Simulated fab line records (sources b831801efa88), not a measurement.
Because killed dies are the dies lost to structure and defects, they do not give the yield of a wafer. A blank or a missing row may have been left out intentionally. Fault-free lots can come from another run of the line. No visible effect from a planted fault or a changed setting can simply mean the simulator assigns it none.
2 desks, one fault    flow gf180mcu    each desk holds nothing but its own numbers, with what lay behind them at the end

== AT THE METROLOGY DESK ==
What the gauges read, lot by lot, whatever tool the lot ran on: means of the sampled wafers that have a number. Any lot whose mean is over 4 standard deviations away from the usual mean is out of limits and marked OUT; that distance is given in the brackets.
Columns: A = DUAL_GATE_OVL at GF_DUAL_GATE_OVL_MEAS_11, usual -0.1 nm; B = cd-nm at GF_HV_LDD_CD_MEAS_07, usual 400.7 nm; C = SAB_CVD_00_THK at GF_SAB_THK_MEAS_01, usual 50.1 nm; D = SALICIDE_TIN_THK at GF_SALICIDE_THK_MEAS_05, usual 20.34 nm
lot   first seen here  A     B      C     D
L479  day 8 09:58      0.7   399.1  50.2  20.53
L480  day 8 11:56      -0.8  401.8  49.6  20.53
L482  day 9 03:34      -0.1  398.7  49.6  20.08
L483  day 9 13:34      0.1   399.4  50.1  20.68
L484  day 9 18:25      -2.1  397.9  50.3  20.27
L485  day 10 01:52     0.5   405.5  49.4  20.45
L486  day 10 05:38     -2.3  401.2  50.8  20.58
L487  day 10 12:54     2.2   401.7  49.7  20.19
L488  day 11 03:44     -1.0  404.3  50.0  20.04
L491  day 12 07:37     2.7   399.9  50.0  20.62
L497  day 13 16:52     1.2   401.4  48.5  20.40
L498  day 13 21:41     0.9   400.4  49.0  20.26
L499  day 14 02:42     -0.7  399.4  48.8  20.76
L502  day 15 06:22     0.4   400.3  49.6  20.07
This desk's verdict: no lot among the 14 shows anything out of limits.

== AT THE TOOL OWNER'S DESK: pecvd-04 ==
The tool's own readings at GF_SAB_CVD_00 (deposits SiO2 from TEOS, target thk 50 nm, time 4.9302 s): means of the sampled wafers that have a number, for each lot that ran on this tool. Any lot whose mean is over 4 standard deviations away from the usual mean is out of limits and marked OUT; that distance is given in the brackets.
Columns: A = heater-power-w at GF_SAB_CVD_00, usual 615 W
lot   first seen here  A
L479  day 14 09:02     631
L480  day 14 14:57     637
L485  day 16 09:23     641
L497  day 20 21:32     739
L498  day 21 04:16     609
L499  day 21 13:08     549
This desk's verdict: no lot among the 6 shows anything out of limits.

== BROUGHT TOGETHER ==
At the metrology desk, nothing out of limits was observed.
Nothing out of limits was seen by the tool owner's desk.

== WHAT WAS PUT IN BY THE SIMULATOR ==
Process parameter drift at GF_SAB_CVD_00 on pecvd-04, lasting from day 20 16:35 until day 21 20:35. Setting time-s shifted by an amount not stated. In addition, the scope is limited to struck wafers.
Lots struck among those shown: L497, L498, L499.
